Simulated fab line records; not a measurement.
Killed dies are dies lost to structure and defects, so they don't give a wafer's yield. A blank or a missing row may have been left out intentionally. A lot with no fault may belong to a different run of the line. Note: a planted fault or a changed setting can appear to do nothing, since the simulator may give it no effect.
A struck lot beside a sound one ; flow sky130 ; 20 steps out of a route of 708
Sound: these wafers, L145.1, L145.5, L145.6. Struck: wafer L141.4; the same lot's L141.1 was not struck, so it is left out; see the end for the cause.
Per side, at each step with rows, come the tool, then ch with its chambers, and then its first start. Under that, the readings that differ: sound wafers ; struck wafers ; difference of the means ; sigmas: that difference in standard deviations of wafers without a fault.
alike: same words and numbers on both sides, and readings whose means sit less than 2 such deviations apart. not compared: any withheld reading, any reading some wafer has no value for, any bound like >300 that may hide the same value, and any number with overlapping values for which the record gives no deviation.
Wherever a step has rows on one side only, a row that says differs or no value, or a row with sigmas, the two part there. When numbers do not overlap yet have no deviation, they are printed without sigmas and do not part them. A reading missing from all wafers of one side parts the sides only when that side holds two or more wafers.

first, 1 step without rows for these wafers: SKY_VT_ADJUST_NCORE_DEVELOP_06 (develop time 60 s).
SKY_VT_ADJUST_NCORE_CD_MEAS_07 targets a cd of 380 nm.
  struck on cd sem-01, day 10 18:53; sound on cd sem-01, day 12 08:46
reading;sound;struck;difference;sigmas
cd nm (nm);382 383 381;376;-6;-2
SKY_VT_ADJUST_NCORE_OVL_MEAS_08:
  struck on overlay-01, day 10 19:00; sound on overlay-01, day 12 08:53
  alike: VT_ADJUST_NCORE_OVL
next, for these wafers, 1 step has no rows: SKY_VT_ADJUST_NCORE_IMPLANT_09.
SKY_VT_ADJUST_NCORE_STRIP_10: strips in O2/N2.
  sound on plasma asher-02 ch 0,1, day 12 09:04; struck on plasma asher-04 ch 0, day 10 19:11
  alike: drypump motor current A, oes product au, strip time to endpoint s
  not compared: rf hours counter h
SKY_VT_ADJUST_NCORE_TW_MEAS_11:
  struck on film metro-01, day 10 19:17; sound on film metro-01, day 12 09:10
  alike: VT_ADJUST_NCORE_TW
then, 6 steps without rows for these wafers: SKY_VT_ADJUST_HVTR_DEHYDRATE_00 (time 60 s); SKY_VT_ADJUST_HVTR_HMDS_01 (prime time 60 s); SKY_VT_ADJUST_HVTR_COAT_02 (resist thk 1140 nm); SKY_VT_ADJUST_HVTR_SOFTBAKE_03 (time 60 s); SKY_VT_ADJUST_HVTR_EXPOSE_04 (exposes mask HVTRM, target cd 380 nm); SKY_VT_ADJUST_HVTR_PEB_05.
SKY_VT_ADJUST_HVTR_DEVELOP_06: develop time 60 s.
  sound on litho track-04 ch 0, day 13 09:44; struck on litho track-02 ch 0, day 11 18:40
SKY_VT_ADJUST_HVTR_CD_MEAS_07 targets a cd of 380 nm.
  struck on cd sem-02, day 11 18:49; sound on cd sem-01, day 13 09:53
  not compared: cd nm
SKY_VT_ADJUST_HVTR_OVL_MEAS_08:
  struck on overlay-02, day 11 18:56; sound on overlay-02, day 13 10:00
  not compared: VT_ADJUST_HVTR_OVL
next, for these wafers, 1 step has no rows: SKY_VT_ADJUST_HVTR_IMPLANT_09.
SKY_VT_ADJUST_HVTR_STRIP_10: strips in O2/N2.
  sound on plasma asher-02 ch 0,1, day 13 10:11; struck on plasma asher-01 ch 1, day 11 19:07
  alike: drypump motor current A, oes product au, strip time to endpoint s
  not compared: rf hours counter h
SKY_VT_ADJUST_HVTR_TW_MEAS_11:
  struck on film metro-04, day 11 19:13; sound on film metro-02, day 13 10:17
reading;sound;struck;difference;sigmas
VT_ADJUST_HVTR_TW;208.1 207.2 208.5;30.0;-177.9;-99 or more
then, 1 step without rows for these wafers: SKY_VT_ADJUST_PCH_DEHYDRATE_00 (time 60 s).
-- here the record skips 36 days between the struck wafers' starts before and after, leaving off in module VT_ADJUST_PCH and picking up in module PAD_OPEN (first step shown: number 708 of the route) --
SKY_PAD_OPEN_PROBE_99:
  struck on prober-01, day 47 13:27; sound on prober-01, day 49 02:46
reading;sound;struck;difference;sigmas
killed at front end;15 19;426;+409;+91
killed dies;103 79;492;+401;+46
killed on rim;21 14;96;+78;+22
  alike: killed_at_M0_to_M3, killed_at_M4_up, killed at contacts, killed at other, killed open, killed short

== WHERE THEY PART ==
At SKY_VT_ADJUST_NCORE_CD_MEAS_07 first; at SKY_PAD_OPEN_PROBE_99 last (within this record only).

WHY: what had been put in by the simulator
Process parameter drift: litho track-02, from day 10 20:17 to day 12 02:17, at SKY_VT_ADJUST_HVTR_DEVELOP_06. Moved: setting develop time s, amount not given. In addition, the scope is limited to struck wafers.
